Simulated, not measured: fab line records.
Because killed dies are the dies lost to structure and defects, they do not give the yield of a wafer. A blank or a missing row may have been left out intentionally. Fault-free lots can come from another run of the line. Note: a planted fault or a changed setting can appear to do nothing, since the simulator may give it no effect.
Comparing a struck lot with a sound one ; flow sky130 ; 14 steps out of a route of 708
Sound: the wafers L969.2, L969.3, L969.6. Wafers L982.1, L982.5, L982.6 were the ones struck. The cause comes at the end.
Order at every step that has rows: each side's tool, ch and its chambers, its first start. Under that, the readings that differ: sound wafers ; struck wafers ; difference of the means ; sigmas: that difference in standard deviations of wafers without a fault.
alike: readings with means less than 2 such deviations apart, plus words and numbers identical on both sides. not compared: withheld readings, readings lacking a value on some wafer, bounds such as >300 that could conceal the same value, and numbers that have no deviation in the record and whose values overlap.
A row with sigmas, a row that says differs or no value, or rows on one side alone: a step with any of these is where the two part. Numbers that don't overlap but have no deviation are shown without sigmas and don't part them. A reading that every wafer of one side lacks parts them only if that side has two wafers or more.

SKY_NWELL_RS_MEAS_29: a four-point-probe measurement.
  sound on film_metro-02, day 5 17:02; struck on film_metro-03, day 8 18:05
  alike: NWELL_RS
SKY_NWELL_RS_MEAS_31: a four-point-probe measurement.
  sound on film_metro-02, day 5 17:17; struck on film_metro-03, day 8 18:19
  alike: PWDE_RS
then, 7 steps without rows for these wafers: SKY_VT_ADJUST_HVTP_DEHYDRATE_00 (time 60 s); SKY_VT_ADJUST_HVTP_HMDS_01 (prime time 60 s); SKY_VT_ADJUST_HVTP_COAT_02 (resist thk 1140 nm); SKY_VT_ADJUST_HVTP_SOFTBAKE_03 (time 60 s); SKY_VT_ADJUST_HVTP_EXPOSE_04 (exposes mask HVTPM, target cd 380 nm); SKY_VT_ADJUST_HVTP_PEB_05; SKY_VT_ADJUST_HVTP_DEVELOP_06 (develop time 60 s).
SKY_VT_ADJUST_HVTP_CD_MEAS_07: the cd target is 380 nm.
  sound on cd_sem-02, day 6 11:25; struck on cd_sem-01, day 9 15:37
  alike: cd_nm
SKY_VT_ADJUST_HVTP_OVL_MEAS_08:
  sound on overlay-02, day 6 11:31; struck on overlay-01, day 9 15:44
  alike: VT_ADJUST_HVTP_OVL
SKY_VT_ADJUST_HVTP_IMPLANT_09:
  sound on implanter-02 ch 0, day 6 11:34; struck on implanter-04 ch 0, day 9 15:46
reading;sound;struck;difference;sigmas
beam_energy_keV;150.05 150.00 149.95;161.56 161.57 161.51;+11.55;+99 or more
model.implant.rp_nm (nm);83.07 83.07 83.07;87.74 87.74 87.74;+4.67;
model.implant.drp_nm (nm);33.4 33.4 33.4;35.51 35.51 35.51;+2.11;
  alike: faraday_current_uA
SKY_VT_ADJUST_HVTP_STRIP_10: strips in O2/N2.
  sound on plasma_asher-04 ch 0,1, day 6 11:42; struck on plasma_asher-01 ch 0,1, day 9 15:55
reading;sound;struck;difference;sigmas
strip_time_to_endpoint_s (s);14.18 14.15 14.17;14.22 14.25 14.24;+0.07;+2
  alike: drypump_motor_current_A, oes_product_au
  not compared: rf_hours_counter_h
-- here the record skips 40 days between the struck wafers' starts before and after, leaving off in module VT_ADJUST_HVTP and picking up in module PAD_OPEN (first step shown: number 708 of the route) --
SKY_PAD_OPEN_PROBE_99:
  sound on prober-02, day 46 10:38; struck on prober-01, day 49 09:04
reading;sound;struck;difference;sigmas
model.etest.tip_p.rs_ohm_sq;6922 6868 6887;6681 6710 6678;-203;
model.etest.pfet_01v8.r_on_ohm_um;2888 2936 2873;2804 2851 2818;-75;
model.etest.pfet_01v8_mvt.drive_ua_um;152.2 146.8 151.4;160.8 158 161.9;+10.1;
model.etest.pfet_01v8_hvt.drive_ua_um;146.4 139.4 145.2;152.2 148.5 152.5;+7.4;
model.etest.pfet_01v8_mvt.off_log10_a_um;-10.82 -10.9 -10.69;-9.805 -9.797 -9.741;+1.022;
model.etest.pfet_01v8.off_log10_a_um;-9.337 -10.04 -9.621;-9.118 -9.204 -9.027;+0.550;
model.etest.sram_pfet_latch.off_log10_a_um;-12.54 -12.93 -12.82;-12.39 -12.3 -12.43;+0.39;
  alike: killed_at_M0_to_M3, killed_at_M4_up, killed_at_contacts, killed_at_front_end, killed_at_other, killed_dies, killed_open, killed_short
  not compared: model.etest.pfet_01v8.drive_ua_um

WHERE THEY PART
Last at SKY_VT_ADJUST_HVTP_STRIP_10 as far as this record goes, first at SKY_VT_ADJUST_HVTP_IMPLANT_09. Later steps at which nothing parts them and some readings are alike: SKY_PAD_OPEN_PROBE_99.

WHY: whatever the simulator had introduced
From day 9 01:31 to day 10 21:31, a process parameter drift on implanter-04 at SKY_VT_ADJUST_HVTP_IMPLANT_09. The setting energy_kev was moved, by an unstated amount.
